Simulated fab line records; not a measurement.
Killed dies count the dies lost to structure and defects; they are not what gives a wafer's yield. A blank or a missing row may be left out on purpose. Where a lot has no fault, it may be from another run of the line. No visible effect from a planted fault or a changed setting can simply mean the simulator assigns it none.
Which tool is to blame? || flow gf180mcu || 13 lots with 39 wafers sampled at 5 steps, on a route of 602 steps

== WHAT THE GAUGES SHOWED, per wafer ==
GF_VT_IMPLANT_RS_MEAS_47: the measuring method here is four-point-probe. Usual: NWELL_RS typically reads 487.7 ohm/sq, with standard deviation 1.4.
{"lot": "L512", "measured": "day 8 01:18", "on": "film_metro-01", "NWELL_RS (ohm/sq)": "489.3 489.3 488.6", "flag": ""}
{"lot": "L514", "measured": "day 8 15:43", "on": "film_metro-04", "NWELL_RS (ohm/sq)": "486.8 486.7 487.3", "flag": ""}
{"lot": "L515", "measured": "day 8 19:39", "on": "film_metro-01", "NWELL_RS (ohm/sq)": "482.5 481.7 483.6", "flag": "OFF"}
{"lot": "L516", "measured": "day 8 23:35", "on": "film_metro-02", "NWELL_RS (ohm/sq)": "485.9 485.2 486.8", "flag": ""}
{"lot": "L517", "measured": "day 9 05:41", "on": "film_metro-02", "NWELL_RS (ohm/sq)": "482.5 482.0 483.1", "flag": "OFF"}
{"lot": "L518", "measured": "day 9 11:33", "on": "film_metro-04", "NWELL_RS (ohm/sq)": "481.0 481.9 482.3", "flag": "OFF"}
{"lot": "L520", "measured": "day 10 10:02", "on": "film_metro-04", "NWELL_RS (ohm/sq)": "487.4 488.1 487.4", "flag": ""}
{"lot": "L528", "measured": "day 12 06:03", "on": "film_metro-01", "NWELL_RS (ohm/sq)": "488.0 489.4 489.3", "flag": ""}
{"lot": "L529", "measured": "day 12 13:56", "on": "film_metro-04", "NWELL_RS (ohm/sq)": "485.5 485.8 486.5", "flag": ""}
{"lot": "L530", "measured": "day 12 23:28", "on": "film_metro-01", "NWELL_RS (ohm/sq)": "490.4 489.8 490.2", "flag": ""}
{"lot": "L532", "measured": "day 13 12:27", "on": "film_metro-04", "NWELL_RS (ohm/sq)": "486.1 486.6 485.8", "flag": ""}
{"lot": "L533", "measured": "day 13 19:40", "on": "film_metro-01", "NWELL_RS (ohm/sq)": "488.4 490.3 488.2", "flag": ""}
{"lot": "L534", "measured": "day 14 01:08", "on": "film_metro-01", "NWELL_RS (ohm/sq)": "488.3 486.6 486.9", "flag": ""}

GF_HV_LDD_TW_MEAS_38. Usual: HV_LDD_3_TW typically reads 1428, with standard deviation 30.
{"lot": "L512", "measured": "day 12 03:20", "on": "film_metro-02", "HV_LDD_3_TW": "1444 1442 1447", "flag": ""}
{"lot": "L514", "measured": "day 12 20:23", "on": "film_metro-01", "HV_LDD_3_TW": "1400 1397 1395", "flag": ""}
{"lot": "L515", "measured": "day 13 00:30", "on": "film_metro-04", "HV_LDD_3_TW": "1465 1462 1471", "flag": ""}
{"lot": "L516", "measured": "day 13 02:42", "on": "film_metro-02", "HV_LDD_3_TW": "1441 1444 1432", "flag": ""}
{"lot": "L517", "measured": "day 13 13:05", "on": "film_metro-01", "HV_LDD_3_TW": "1408 1401 1402", "flag": ""}
{"lot": "L518", "measured": "day 13 19:25", "on": "film_metro-02", "HV_LDD_3_TW": "1442 1448 1440", "flag": ""}
{"lot": "L520", "measured": "day 15 00:08", "on": "film_metro-02", "HV_LDD_3_TW": "1442 1436 1443", "flag": ""}
{"lot": "L528", "measured": "day 17 02:05", "on": "film_metro-01", "HV_LDD_3_TW": "1398 1398 1403", "flag": ""}
{"lot": "L529", "measured": "day 17 09:38", "on": "film_metro-01", "HV_LDD_3_TW": "1405 1395 1402", "flag": ""}
{"lot": "L530", "measured": "day 17 23:38", "on": "film_metro-02", "HV_LDD_3_TW": "1449 1445 1450", "flag": ""}
{"lot": "L532", "measured": "day 18 12:23", "on": "film_metro-01", "HV_LDD_3_TW": "1404 1395 1390", "flag": ""}
{"lot": "L533", "measured": "day 18 20:26", "on": "film_metro-01", "HV_LDD_3_TW": "1394 1397 1396", "flag": ""}
{"lot": "L534", "measured": "day 19 02:38", "on": "film_metro-01", "HV_LDD_3_TW": "1375 1379 1379", "flag": ""}

== WHICH TOOL RAN EACH LOT (tool, then ch and the chambers of the sampled wafers, then the start) ==
{"lot": "L512", "GF_DNWELL_STRIP_08": "plasma_asher-04 ch 0,1, day 3 03:06", "GF_NWELL_IMPLANT_08": "implanter-02 ch 0, day 3 16:21", "GF_HV_LDD_STRIP_10": "plasma_asher-03 ch 0,1, day 10 12:38"}
{"lot": "L514", "GF_DNWELL_STRIP_08": "plasma_asher-04 ch 1, day 3 16:03", "GF_NWELL_IMPLANT_08": "implanter-02 ch 0, day 4 05:59", "GF_HV_LDD_STRIP_10": "plasma_asher-03 ch 0, day 11 04:05"}
{"lot": "L515", "GF_DNWELL_STRIP_08": "plasma_asher-03 ch 0,1, day 3 18:26", "GF_NWELL_IMPLANT_08": "implanter-02 ch 0, day 4 08:15", "GF_HV_LDD_STRIP_10": "plasma_asher-03 ch 0,1, day 11 08:57"}
{"lot": "L516", "GF_DNWELL_STRIP_08": "plasma_asher-03 ch 0,1, day 3 22:53", "GF_NWELL_IMPLANT_08": "implanter-01 ch 0, day 4 11:48", "GF_HV_LDD_STRIP_10": "plasma_asher-01 ch 0,1, day 11 11:55"}
{"lot": "L517", "GF_DNWELL_STRIP_08": "plasma_asher-01 ch 0,1, day 4 04:20", "GF_NWELL_IMPLANT_08": "implanter-02 ch 0, day 4 17:04", "GF_HV_LDD_STRIP_10": "plasma_asher-04 ch 0,1, day 11 20:42"}
{"lot": "L518", "GF_DNWELL_STRIP_08": "plasma_asher-01 ch 0,1, day 4 07:46", "GF_NWELL_IMPLANT_08": "implanter-02 ch 0, day 4 21:11", "GF_HV_LDD_STRIP_10": "plasma_asher-03 ch 0,1, day 12 03:05"}
{"lot": "L520", "GF_DNWELL_STRIP_08": "plasma_asher-03 ch 0,1, day 5 02:12", "GF_NWELL_IMPLANT_08": "implanter-01 ch 0, day 5 15:54", "GF_HV_LDD_STRIP_10": "plasma_asher-04 ch 0,1, day 13 05:56"}
{"lot": "L528", "GF_DNWELL_STRIP_08": "plasma_asher-03 ch 0,1, day 6 12:35", "GF_NWELL_IMPLANT_08": "implanter-01 ch 0, day 7 04:12", "GF_HV_LDD_STRIP_10": "plasma_asher-03 ch 0,1, day 15 04:38"}
{"lot": "L529", "GF_DNWELL_STRIP_08": "plasma_asher-01 ch 0,1, day 6 17:20", "GF_NWELL_IMPLANT_08": "implanter-02 ch 0, day 7 08:37", "GF_HV_LDD_STRIP_10": "plasma_asher-04 ch 0,1, day 15 11:33"}
{"lot": "L530", "GF_DNWELL_STRIP_08": "plasma_asher-03 ch 0,1, day 6 23:00", "GF_NWELL_IMPLANT_08": "implanter-04 ch 0, day 7 15:17", "GF_HV_LDD_STRIP_10": "plasma_asher-01 ch 0,1, day 16 00:30"}
{"lot": "L532", "GF_DNWELL_STRIP_08": "plasma_asher-04 ch 0,1, day 7 10:14", "GF_NWELL_IMPLANT_08": "implanter-01 ch 0, day 8 01:45", "GF_HV_LDD_STRIP_10": "plasma_asher-04 ch 0,1, day 16 12:23"}
{"lot": "L533", "GF_DNWELL_STRIP_08": "plasma_asher-04 ch 0,1, day 7 15:39", "GF_NWELL_IMPLANT_08": "implanter-02 ch 0, day 8 07:56", "GF_HV_LDD_STRIP_10": "plasma_asher-04 ch 0,1, day 16 20:29"}
{"lot": "L534", "GF_DNWELL_STRIP_08": "plasma_asher-03 ch 0,1, day 7 20:39", "GF_NWELL_IMPLANT_08": "implanter-02 ch 0, day 8 13:16", "GF_HV_LDD_STRIP_10": "plasma_asher-04 ch 0,1, day 17 02:24"}
- GF_DNWELL_STRIP_08: strips in O2/N2.
- GF_NWELL_IMPLANT_08
- GF_HV_LDD_STRIP_10: strips in O2/N2.

== AS READ BY THE TOOLS THEMSELVES (means over the sampled wafers that have a number; for cases with no such wafer, the mark the record gives instead) ==
GF_DNWELL_STRIP_08. Usual: drypump_motor_current_A 5.8 A, standard deviation 0.46; heater_power_w 341 W, standard deviation 23; oes_product_au 0.723 a.u., standard deviation 0.0046; strip_time_to_endpoint_s 36.95 s, standard deviation 0.1.
{"lot": "L512", "tool": "plasma_asher-04", "drypump_motor_current_A (A)": 5.8, "heater_power_w (W)": 334, "oes_product_au (a.u.)": 0.725, "strip_time_to_endpoint_s (s)": 36.89, "flag": ""}
{"lot": "L514", "tool": "plasma_asher-04", "drypump_motor_current_A (A)": 6.4, "heater_power_w (W)": 343, "oes_product_au (a.u.)": 0.726, "strip_time_to_endpoint_s (s)": 36.94, "flag": ""}
{"lot": "L515", "tool": "plasma_asher-03", "drypump_motor_current_A (A)": 6.0, "heater_power_w (W)": 329, "oes_product_au (a.u.)": 0.722, "strip_time_to_endpoint_s (s)": 37.19, "flag": ""}
{"lot": "L516", "tool": "plasma_asher-03", "drypump_motor_current_A (A)": 5.7, "heater_power_w (W)": 329, "oes_product_au (a.u.)": 0.721, "strip_time_to_endpoint_s (s)": 36.92, "flag": ""}
{"lot": "L517", "tool": "plasma_asher-01", "drypump_motor_current_A (A)": 5.8, "heater_power_w (W)": 348, "oes_product_au (a.u.)": 0.724, "strip_time_to_endpoint_s (s)": 36.97, "flag": ""}
{"lot": "L518", "tool": "plasma_asher-01", "drypump_motor_current_A (A)": 5.8, "heater_power_w (W)": 355, "oes_product_au (a.u.)": 0.723, "strip_time_to_endpoint_s (s)": 36.82, "flag": ""}
{"lot": "L520", "tool": "plasma_asher-03", "drypump_motor_current_A (A)": 6.0, "heater_power_w (W)": 328, "oes_product_au (a.u.)": 0.718, "strip_time_to_endpoint_s (s)": 36.98, "flag": ""}
{"lot": "L528", "tool": "plasma_asher-03", "drypump_motor_current_A (A)": 5.7, "heater_power_w (W)": 323, "oes_product_au (a.u.)": 0.722, "strip_time_to_endpoint_s (s)": 37.00, "flag": ""}
{"lot": "L529", "tool": "plasma_asher-01", "drypump_motor_current_A (A)": 5.8, "heater_power_w (W)": 350, "oes_product_au (a.u.)": 0.725, "strip_time_to_endpoint_s (s)": 36.84, "flag": ""}
{"lot": "L530", "tool": "plasma_asher-03", "drypump_motor_current_A (A)": 5.7, "heater_power_w (W)": 320, "oes_product_au (a.u.)": 0.723, "strip_time_to_endpoint_s (s)": 36.97, "flag": ""}
{"lot": "L532", "tool": "plasma_asher-04", "drypump_motor_current_A (A)": 5.8, "heater_power_w (W)": 343, "oes_product_au (a.u.)": 0.721, "strip_time_to_endpoint_s (s)": 36.80, "flag": ""}
{"lot": "L533", "tool": "plasma_asher-04", "drypump_motor_current_A (A)": 6.1, "heater_power_w (W)": 339, "oes_product_au (a.u.)": 0.726, "strip_time_to_endpoint_s (s)": 37.06, "flag": ""}
{"lot": "L534", "tool": "plasma_asher-03", "drypump_motor_current_A (A)": 6.0, "heater_power_w (W)": 311, "oes_product_au (a.u.)": 0.721, "strip_time_to_endpoint_s (s)": 37.03, "flag": ""}

GF_NWELL_IMPLANT_08. Usual: beam_energy_keV reads 450.00 (standard deviation 0.12).
{"lot": "L512", "tool": "implanter-02", "beam_energy_keV": 450.21, "flag": ""}
{"lot": "L514", "tool": "implanter-02", "beam_energy_keV": 449.95, "flag": ""}
{"lot": "L515", "tool": "implanter-02", "beam_energy_keV": 476.21, "flag": "OFF"}
{"lot": "L516", "tool": "implanter-01", "beam_energy_keV": 449.92, "flag": ""}
{"lot": "L517", "tool": "implanter-02", "beam_energy_keV": 476.17, "flag": "OFF"}
{"lot": "L518", "tool": "implanter-02", "beam_energy_keV": 476.02, "flag": "OFF"}
{"lot": "L520", "tool": "implanter-01", "beam_energy_keV": 450.01, "flag": ""}
{"lot": "L528", "tool": "implanter-01", "beam_energy_keV": 450.09, "flag": ""}
{"lot": "L529", "tool": "implanter-02", "beam_energy_keV": 449.95, "flag": ""}
{"lot": "L530", "tool": "implanter-04", "beam_energy_keV": 449.94, "flag": ""}
{"lot": "L532", "tool": "implanter-01", "beam_energy_keV": 449.98, "flag": ""}
{"lot": "L533", "tool": "implanter-02", "beam_energy_keV": 449.98, "flag": ""}
{"lot": "L534", "tool": "implanter-02", "beam_energy_keV": 449.97, "flag": ""}

GF_HV_LDD_STRIP_10. Usual: drypump_motor_current_A 5.8 A, standard deviation 0.45; heater_power_w 337 W, standard deviation 23; oes_product_au 0.716 a.u., standard deviation 0.0047; strip_time_to_endpoint_s 12.62 s, standard deviation 0.039.
{"lot": "L512", "tool": "plasma_asher-03", "drypump_motor_current_A (A)": 5.7, "heater_power_w (W)": 325, "oes_product_au (a.u.)": 0.714, "strip_time_to_endpoint_s (s)": 12.61, "flag": ""}
{"lot": "L514", "tool": "plasma_asher-03", "drypump_motor_current_A (A)": 6.2, "heater_power_w (W)": 313, "oes_product_au (a.u.)": 0.714, "strip_time_to_endpoint_s (s)": 12.62, "flag": ""}
{"lot": "L515", "tool": "plasma_asher-03", "drypump_motor_current_A (A)": 6.0, "heater_power_w (W)": 317, "oes_product_au (a.u.)": 0.717, "strip_time_to_endpoint_s (s)": 12.65, "flag": ""}
{"lot": "L516", "tool": "plasma_asher-01", "drypump_motor_current_A (A)": 5.8, "heater_power_w (W)": 354, "oes_product_au (a.u.)": 0.712, "strip_time_to_endpoint_s (s)": 12.57, "flag": ""}
{"lot": "L517", "tool": "plasma_asher-04", "drypump_motor_current_A (A)": 6.1, "heater_power_w (W)": 341, "oes_product_au (a.u.)": 0.715, "strip_time_to_endpoint_s (s)": 12.61, "flag": ""}
{"lot": "L518", "tool": "plasma_asher-03", "drypump_motor_current_A (A)": 6.0, "heater_power_w (W)": 313, "oes_product_au (a.u.)": 0.719, "strip_time_to_endpoint_s (s)": 12.62, "flag": ""}
{"lot": "L520", "tool": "plasma_asher-04", "drypump_motor_current_A (A)": 5.8, "heater_power_w (W)": 337, "oes_product_au (a.u.)": 0.717, "strip_time_to_endpoint_s (s)": 12.61, "flag": ""}
{"lot": "L528", "tool": "plasma_asher-03", "drypump_motor_current_A (A)": 5.7, "heater_power_w (W)": 320, "oes_product_au (a.u.)": 0.717, "strip_time_to_endpoint_s (s)": 12.62, "flag": ""}
{"lot": "L529", "tool": "plasma_asher-04", "drypump_motor_current_A (A)": 5.8, "heater_power_w (W)": 332, "oes_product_au (a.u.)": 0.720, "strip_time_to_endpoint_s (s)": 12.66, "flag": ""}
{"lot": "L530", "tool": "plasma_asher-01", "drypump_motor_current_A (A)": 5.8, "heater_power_w (W)": 349, "oes_product_au (a.u.)": 0.718, "strip_time_to_endpoint_s (s)": 12.70, "flag": ""}
{"lot": "L532", "tool": "plasma_asher-04", "drypump_motor_current_A (A)": 5.8, "heater_power_w (W)": 338, "oes_product_au (a.u.)": 0.716, "strip_time_to_endpoint_s (s)": 12.61, "flag": ""}
{"lot": "L533", "tool": "plasma_asher-04", "drypump_motor_current_A (A)": 5.8, "heater_power_w (W)": 336, "oes_product_au (a.u.)": 0.712, "strip_time_to_endpoint_s (s)": 12.57, "flag": ""}
{"lot": "L534", "tool": "plasma_asher-04", "drypump_motor_current_A (A)": 5.8, "heater_power_w (W)": 333, "oes_product_au (a.u.)": 0.718, "strip_time_to_endpoint_s (s)": 12.67, "flag": ""}

== THE ANSWER, worked out from the rows above alone ==
Rule: a lot is off if the mean of its wafers that have a number lies more than 3 standard deviations from the usual mean. Also off: a lot with no number at a reading for which 4 or more lots have one. Where the step has rows for the other lots, those lots are counted as sound. First the gauges in route order, then the tools' own readings, where a lot's mean is used as printed above. At the first step where some lot is off, the reading lying furthest off is the one used; lots without a number count as furthest.
Off: L515, L517, L518, seen at GF_VT_IMPLANT_RS_MEAS_47 (NWELL_RS).
If a tool, at a process step before that reading, ran all the lots that are off and no sound lot after the first of them, it fits. Not tried: the gauges at GF_VT_IMPLANT_RS_MEAS_47; whatever is off there is also off at GF_NWELL_IMPLANT_08, on other tools, and gauge error can't account for it. Of those tried, none fits.

== WHAT THE SIMULATOR HAD PUT IN ==
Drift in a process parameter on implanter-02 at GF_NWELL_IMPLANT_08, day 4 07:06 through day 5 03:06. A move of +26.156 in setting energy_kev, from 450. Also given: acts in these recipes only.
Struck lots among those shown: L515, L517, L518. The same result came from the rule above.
